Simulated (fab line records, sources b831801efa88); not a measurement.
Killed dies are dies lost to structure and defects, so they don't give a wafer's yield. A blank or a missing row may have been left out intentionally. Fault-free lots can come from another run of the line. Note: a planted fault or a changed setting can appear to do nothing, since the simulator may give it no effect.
Tool commonality check | flow gf180mcu | 11 lots and 42 wafers in the sample

WHY THIS WAS OPENED
3 of 11 lots carry a flag on the reading PSD_TW at GF_PSD_TW_MEAS_11. No-fault wafers: 3214, standard deviation 38.
Rule: a lot is flagged in two cases, either no wafer of it has a number, or all its wafers with numbers fall more than 4 standard deviations from that mean. The other lots count as sound.

lot  | measured     | on            | PSD_TW, wafer by wafer        | flag
L289 | day 14 00:49 | film_metro-03 | 3156 3173 3165                |
L292 | day 14 23:20 | film_metro-01 | 3246 3237 3246                |
L293 | day 15 08:48 | film_metro-02 | 3183 3212 3193                |
L300 | day 18 07:04 | film_metro-01 | 2868 2881 2893 2881 2875 2903 | FLAGGED
L301 | day 18 15:08 | film_metro-03 | 2807 2801 2788 2795 2787 2807 | FLAGGED
L302 | day 19 01:16 | film_metro-03 | 2810 2798 2803 2803 2791 2805 | FLAGGED
L305 | day 20 09:11 | film_metro-01 | 3244 3265 3241                |
L306 | day 20 14:58 | film_metro-02 | 3225 3223 3196                |
L307 | day 20 20:58 | film_metro-01 | 3243 3242 3266                |
L308 | day 21 05:05 | film_metro-03 | 3169 3174 3164                |
L311 | day 22 06:43 | film_metro-01 | 3258 3263 3257                |
The numbers of the flagged lots are 2828 on average: -386 against the usual, or -10 standard deviations.

WHICH TOOL RAN EACH LOT
3 process steps preceding the reading are held in the record, out of 602 steps in the route. Cell contents, in order: the tool; ch with the chambers the sampled wafers went through; the start.
lot  | flag    | GF_HV_LDD_STRIP_37                   | GF_PSD_IMPLANT_09               | GF_PSD_STRIP_10
L289 |         | plasma_asher-04 ch 0,1, day 11 11:39 | implanter-03 ch 0, day 14 00:34 | plasma_asher-01 ch 0,1, day 14 00:42
L292 |         | plasma_asher-03 ch 0,1, day 12 05:45 | implanter-02 ch 0, day 14 23:05 | plasma_asher-04 ch 0,1, day 14 23:14
L293 |         | plasma_asher-01 ch 0,1, day 12 16:12 | implanter-02 ch 0, day 15 08:34 | plasma_asher-02 ch 0,1, day 15 08:41
L300 | FLAGGED | plasma_asher-01 ch 0,1, day 15 07:09 | implanter-02 ch 0, day 18 06:49 | plasma_asher-04 ch 0,1, day 18 06:57
L301 | FLAGGED | plasma_asher-01 ch 0,1, day 15 16:09 | implanter-02 ch 0, day 18 14:53 | plasma_asher-01 ch 0,1, day 18 15:02
L302 | FLAGGED | plasma_asher-04 ch 0,1, day 16 00:08 | implanter-02 ch 0, day 19 01:01 | plasma_asher-04 ch 0,1, day 19 01:10
L305 |         | plasma_asher-04 ch 0,1, day 17 07:38 | implanter-01 ch 0, day 20 08:56 | plasma_asher-01 ch 0,1, day 20 09:05
L306 |         | plasma_asher-01 ch 0,1, day 17 11:38 | implanter-03 ch 0, day 20 14:44 | plasma_asher-01 ch 0,1, day 20 14:52
L307 |         | plasma_asher-04 ch 0,1, day 17 18:08 | implanter-01 ch 0, day 20 20:43 | plasma_asher-01 ch 0,1, day 20 20:51
L308 |         | plasma_asher-01 ch 0,1, day 18 01:41 | implanter-03 ch 0, day 21 04:52 | plasma_asher-02 ch 0,1, day 21 05:00
L311 |         | plasma_asher-01 ch 0,1, day 19 01:50 | implanter-02 ch 0, day 22 06:30 | plasma_asher-04 ch 0,1, day 22 06:38
What the steps here do:
- GF_HV_LDD_STRIP_37: strips in O2/N2.
- GF_PSD_IMPLANT_09
- GF_PSD_STRIP_10: strips in O2/N2.
- GF_PSD_TW_MEAS_11

FLAGGED OVER TOTAL, TOOL BY TOOL (the gauges that took the reading come last)
step               | tool            | lots run | flagged | share of the flagged lots | sound lots run after its first flagged lot
GF_HV_LDD_STRIP_37 | plasma_asher-01 | 6        | 2       | some                      | 3 (L306,L308,L311)
GF_HV_LDD_STRIP_37 | plasma_asher-03 | 1        | 0       | none                      | -
GF_HV_LDD_STRIP_37 | plasma_asher-04 | 4        | 1       | some                      | 2 (L305,L307)
GF_PSD_IMPLANT_09  | implanter-01    | 2        | 0       | none                      | -
GF_PSD_IMPLANT_09  | implanter-02    | 6        | 3       | all                       | 1 (L311)
GF_PSD_IMPLANT_09  | implanter-03    | 3        | 0       | none                      | -
GF_PSD_STRIP_10    | plasma_asher-01 | 5        | 1       | some                      | 3 (L305,L306,L307)
GF_PSD_STRIP_10    | plasma_asher-02 | 2        | 0       | none                      | -
GF_PSD_STRIP_10    | plasma_asher-04 | 4        | 2       | some                      | 1 (L311)
GF_PSD_TW_MEAS_11  | film_metro-01   | 5        | 1       | some                      | 3 (L305,L307,L311)
GF_PSD_TW_MEAS_11  | film_metro-02   | 2        | 0       | none                      | -
GF_PSD_TW_MEAS_11  | film_metro-03   | 4        | 2       | some                      | 1 (L308)

WHAT THE TABLE ALLOWS
Rows of the table that ran each flagged lot: 1, that is implanter-02 at GF_PSD_IMPLANT_09.
- implanter-02 at GF_PSD_IMPLANT_09: 3 of its 6 lots flagged. Sound lots followed the first flagged one (L311) on it, something a lasting fault affecting the whole tool could not allow. Its own readings lie more than 4 standard deviations out on every wafer of the flagged lots: beam_energy_keV.
None of the table's rows ran every flagged lot and, after the first, no sound lot.

WHAT WAS PUT IN BY THE SIMULATOR
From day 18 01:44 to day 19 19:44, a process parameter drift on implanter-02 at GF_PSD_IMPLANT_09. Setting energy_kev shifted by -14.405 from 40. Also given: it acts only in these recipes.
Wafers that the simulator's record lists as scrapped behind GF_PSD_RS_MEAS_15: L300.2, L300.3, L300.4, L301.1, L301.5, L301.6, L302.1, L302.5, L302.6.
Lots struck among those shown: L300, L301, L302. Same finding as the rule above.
